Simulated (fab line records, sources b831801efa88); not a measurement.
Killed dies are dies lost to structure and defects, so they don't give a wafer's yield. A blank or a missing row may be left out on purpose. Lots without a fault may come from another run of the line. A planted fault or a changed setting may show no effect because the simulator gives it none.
Which tool did it? | flow sky130 | 12 lots, 36 wafers sampled, at 1 step of a route of 708

WHAT THE GAUGES READ, wafer by wafer
SKY_VIA3_RS_MEAS_22: measures by four-point-probe. Usual: VIA3_W_RS 0.296 ohm/sq, standard deviation 0.0031.
lot  | measured     | on            | VIA3_W_RS (ohm/sq) | flag
L224 | day 40 08:53 | film_metro-01 | 0.295 0.298 0.295  |
L226 | day 40 13:47 | film_metro-03 | 0.298 0.297 0.300  |
L229 | day 41 05:48 | film_metro-03 | 0.294 0.295 0.289  |
L231 | day 41 17:50 | film_metro-04 | 0.299 0.292 0.298  |
L232 | day 42 00:41 | film_metro-03 | 0.291 0.293 0.296  |
L234 | day 42 18:22 | film_metro-03 | 0.294 0.293 0.293  |
L235 | day 43 03:17 | film_metro-01 | 0.298 0.295 0.300  |
L237 | day 43 09:31 | film_metro-03 | 0.296 0.294 0.301  |
L238 | day 43 15:26 | film_metro-01 | 0.295 0.297 0.297  |
L239 | day 43 21:17 | film_metro-04 | 0.301 0.297 0.298  |
L244 | day 45 08:22 | film_metro-04 | 0.294 0.297 0.294  |
L246 | day 45 16:50 | film_metro-04 | 0.292 0.290 0.292  |

WHICH TOOL RAN EACH LOT (tool, then ch and the chambers of the sampled wafers, then the start)
The record holds no process step before these readings.

WHAT THE TOOLS THEMSELVES READ (means of the sampled wafers that have a number; where no wafer has one, the mark that the record gives instead)
The record holds no such reading with a usual standard deviation.

THE ANSWER, worked out from the rows above alone
Rule: a lot is off if the mean of its wafers that have a number lies more than 3 standard deviations from the usual mean. A lot without any number at a reading at which 4 lots or more have one is off too. The other lots that the step has rows for count as sound. The gauges are gone through in route order, then the tools' own readings, and for those a lot's mean is taken as printed above. The first step at which some lot is off is used, and at that step the reading that is off furthest; a lot without a number counts as furthest.
No lot is off at any reading shown: from this, nothing can be told.

WHAT THE SIMULATOR HAD PUT IN
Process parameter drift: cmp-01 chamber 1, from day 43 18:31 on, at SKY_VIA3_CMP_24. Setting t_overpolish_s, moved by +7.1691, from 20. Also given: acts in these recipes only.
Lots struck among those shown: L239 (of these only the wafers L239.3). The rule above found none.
